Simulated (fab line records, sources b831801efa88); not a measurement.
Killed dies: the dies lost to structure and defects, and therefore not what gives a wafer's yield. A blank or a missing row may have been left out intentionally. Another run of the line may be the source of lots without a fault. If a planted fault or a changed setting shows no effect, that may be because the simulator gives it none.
Tool commonality check	flow gf180mcu	Sample size 13 lots and 39 wafers

WHY THIS WAS OPENED
GF_VT_IMPLANT_TW_MEAS_21, reading VT_IMPLANT_2_TW: flagged on 2 of 13 lots. Wafers without a fault read 1203, standard deviation 8.8.
Rule: flag the lot when none of its wafers has a number, or when each of its wafers that has one lies beyond 4 standard deviations from that mean. All remaining lots are regarded as sound.

lot	measured	on	VT_IMPLANT_2_TW, wafer by wafer	flag
L566	day 6 04:40	film-metro-01	1197 1202 1208	
L567	day 6 11:50	film-metro-03	1196 1194 1194	
L568	day 6 17:11	film-metro-01	1197 1199 1195	
L569	day 6 22:17	film-metro-01	1202 1199 1201	
L570	day 7 09:20	film-metro-02	1219 1219 1218	
L573	day 8 08:02	film-metro-03	578 580 578	FLAGGED
L574	day 8 12:39	film-metro-01	588 581 584	FLAGGED
L582	day 10 12:26	film-metro-03	1199 1197 1200	
L584	day 10 22:08	film-metro-01	1207 1205 1205	
L585	day 11 07:43	film-metro-03	1197 1205 1198	
L586	day 11 15:05	film-metro-01	1207 1200 1199	
L587	day 11 20:11	film-metro-01	1202 1200 1202	
L589	day 12 07:34	film-metro-01	1194 1194 1202	
The numbers of the flagged lots are 582 on average: -622 against the usual, or -71 standard deviations.

LOT BY LOT: THE TOOL USED
The record keeps 1 process step preceding the reading, out of 602 steps on the route. In each cell: the tool, then ch and the chambers that the sampled wafers went through, then the start.
lot	flag	GF_VT_IMPLANT_IMPLANT_19
L566		implanter-01 ch 0, day 6 04:25
L567		implanter-01 ch 0, day 6 11:35
L568		implanter-02 ch 0, day 6 16:56
L569		implanter-04 ch 0, day 6 22:02
L570		implanter-04 ch 0, day 7 09:05
L573	FLAGGED	implanter-04 ch 0, day 8 07:49
L574	FLAGGED	implanter-04 ch 0, day 8 12:26
L582		implanter-02 ch 0, day 10 12:13
L584		implanter-02 ch 0, day 10 21:55
L585		implanter-02 ch 0, day 11 07:28
L586		implanter-02 ch 0, day 11 14:50
L587		implanter-02 ch 0, day 11 19:57
L589		implanter-02 ch 0, day 12 07:19
What is done by these steps:
- GF_VT_IMPLANT_IMPLANT_19
- GF_VT_IMPLANT_TW_MEAS_21

FLAGGED AGAINST TOTAL, ONE TOOL AT A TIME (gauges that did the reading follow at the end)
step	tool	lots run	flagged	share of the flagged lots	sound lots run after its first flagged lot
GF_VT_IMPLANT_IMPLANT_19	implanter-01	2	0	none	-
GF_VT_IMPLANT_IMPLANT_19	implanter-02	7	0	none	-
GF_VT_IMPLANT_IMPLANT_19	implanter-04	4	2	all	0
GF_VT_IMPLANT_TW_MEAS_21	film-metro-01	8	1	some	4 (L584,L586,L587,L589)
GF_VT_IMPLANT_TW_MEAS_21	film-metro-02	1	0	none	-
GF_VT_IMPLANT_TW_MEAS_21	film-metro-03	4	1	some	2 (L582,L585)

WHAT IS ALLOWED BY THE TABLE
In the table, 1 row covers all flagged lots: implanter-04 at GF_VT_IMPLANT_IMPLANT_19.
- implanter-04 at GF_VT_IMPLANT_IMPLANT_19 ran 4 lots, 2 of them flagged. A fault beginning between L570 (day 7 09:05), its last sound lot, and L573 (day 8 07:49), its first flagged one, fits the data. Its own readings (dose-ions-cm2, faraday-current-uA) fall more than 4 standard deviations out on all wafers of the flagged lots.
What remains is a single tool, implanter-04 at GF_VT_IMPLANT_IMPLANT_19.

WHAT THE SIMULATOR HAD INSERTED
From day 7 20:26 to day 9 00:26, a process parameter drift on implanter-04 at GF_VT_IMPLANT_IMPLANT_19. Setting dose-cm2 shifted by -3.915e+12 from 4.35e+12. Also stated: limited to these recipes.
Shown lots that were struck: L573, L574. Same finding as the rule above.
